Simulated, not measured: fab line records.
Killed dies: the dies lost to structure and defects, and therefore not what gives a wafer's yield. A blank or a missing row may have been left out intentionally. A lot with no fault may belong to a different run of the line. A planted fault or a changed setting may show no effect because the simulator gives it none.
A struck lot beside a sound one || flow sky130 || 23 out of 708 route steps
Sound: wafers L937.3, L937.4, L937.5. Struck: wafers L941.3, L941.4, L941.5. At the end, the cause is stated.
Per side, at each step with rows, come the tool, then ch with its chambers, and then its first start. Under that, the readings that differ: sound wafers || struck wafers || difference of the means || sigmas: that difference in standard deviations of wafers without a fault.
alike: a reading whose means differ by less than 2 such deviations, as well as words and numbers matching on both sides. not compared: withheld readings; readings where some wafer has no value; bounds like >300 that might hide an equal value; numbers whose values overlap and for which the record gives no deviation.
A row with sigmas, a row that says differs or no value, or rows on one side alone: a step with any of these is where the two part. Non-overlapping numbers with no deviation appear without sigmas and do not part them. Lack of a reading on every wafer of one side parts them only where that side has two or more wafers.

SKY_RES_XHIGH_TW_MEAS_09:
  sound on film_metro-01, day 27 15:51; struck on film_metro-03, day 29 14:08
  alike: RES_XHIGH_TW
then, 7 steps without rows for these wafers: SKY_SD_N_DEHYDRATE_00 (time 60 s); SKY_SD_N_HMDS_01 (prime time 60 s); SKY_SD_N_COAT_02 (resist thk 1140 nm); SKY_SD_N_SOFTBAKE_03 (time 60 s); SKY_SD_N_EXPOSE_04 (exposes mask NSDM, target cd 380 nm); SKY_SD_N_PEB_05; SKY_SD_N_DEVELOP_06 (develop time 60 s).
SKY_SD_N_CD_MEAS_07: target cd 380 nm.
  sound on cd_sem-01, day 28 20:51; struck on cd_sem-01, day 30 18:21
  alike: cd_nm
SKY_SD_N_OVL_MEAS_08:
  sound on overlay-01, day 28 20:56; struck on overlay-02, day 30 18:26
{"reading": "SD_N_OVL (nm)", "sound": "-0.5 0.3 -0.6", "struck": "2.4 3.3 2.8", "difference": "+3.1", "sigmas": "+2"}
then, 2 steps without rows for these wafers: SKY_SD_N_IMPLANT_09; SKY_SD_N_IMPLANT_10.
SKY_SD_N_STRIP_11: strips in O2/N2.
  sound on plasma_asher-01 ch 0,1, day 28 21:18; struck on plasma_asher-02 ch 0,1, day 30 18:48
  no value came back on the struck wafers for chamber_pressure_mTorr (mTorr), drypump_motor_current_A (A), oes_product_au (a.u.), strip_time_to_endpoint_s (s); on the sound wafers chamber_pressure_mTorr (mTorr) reads 1499.2 1497.6 1501.0
{"reading": "model.NOVOLAK_of_SD_N_COAT_02.thk_nm (nm)", "sound": "0 0 0", "struck": "1140 1140 1142", "difference": "+1141", "sigmas": ""}
  not compared: rf_hours_counter_h
SKY_SD_N_TW_MEAS_12:
  sound on film_metro-02, day 28 21:23; struck on film_metro-03, day 30 18:53
  alike: SD_N_TW
then, 1 step without rows for these wafers: SKY_SD_N_CLEAN_13 (cleans in SC1/SC2, time 150 s).
SKY_SD_N_RTA_14: time 2 s.
  sound on rtp_anneal-02 ch 0, day 28 21:29; struck on rtp_anneal-02 ch 0, day 30 19:00
  alike: lamp_power_pct, wafer_temp_C_max
SKY_SD_N_RS_MEAS_16: measures by four-point-probe.
  sound on film_metro-02, day 28 21:41; struck on film_metro-02, day 30 19:11
  alike: SD_N_RS
SKY_SD_N_RS_MEAS_17: measures by four-point-probe.
  sound on film_metro-02, day 28 21:49; struck on film_metro-02, day 30 19:19
  alike: SD_P_RS
SKY_SD_N_RS_MEAS_18: measures by four-point-probe.
  sound on film_metro-02, day 28 21:56; struck on film_metro-02, day 30 19:26
  alike: RES_XHIGH_RS
then, 2 steps without rows for these wafers: SKY_SALICIDE_CLEAN_00 (cleans in HF-last, time 30 s); SKY_LI_CONTACT_HDPCVD_00 (deposits PSG, target thk 930 nm, time 155 s).
SKY_LI_CONTACT_CMP_02: polishes PSG.
  sound on cmp-01 ch 0,1,2, day 28 22:11; struck on cmp-01 ch 0,3, day 30 19:48
  alike: motor_current_A, time_to_endpoint_s
SKY_LI_CONTACT_BOW_MEAS_03:
  sound on film_metro-02, day 28 22:32; struck on film_metro-03, day 30 20:26
{"reading": "LI_CONTACT_BOW (um)", "sound": "46 59 48", "struck": "- - -", "difference": "no value on the struck wafers", "sigmas": ""}
  not compared: hold

WHERE THEY PART
At SKY_SD_N_OVL_MEAS_08 first; at SKY_LI_CONTACT_BOW_MEAS_03 last (within this record only).

WHY: whatever the simulator had introduced
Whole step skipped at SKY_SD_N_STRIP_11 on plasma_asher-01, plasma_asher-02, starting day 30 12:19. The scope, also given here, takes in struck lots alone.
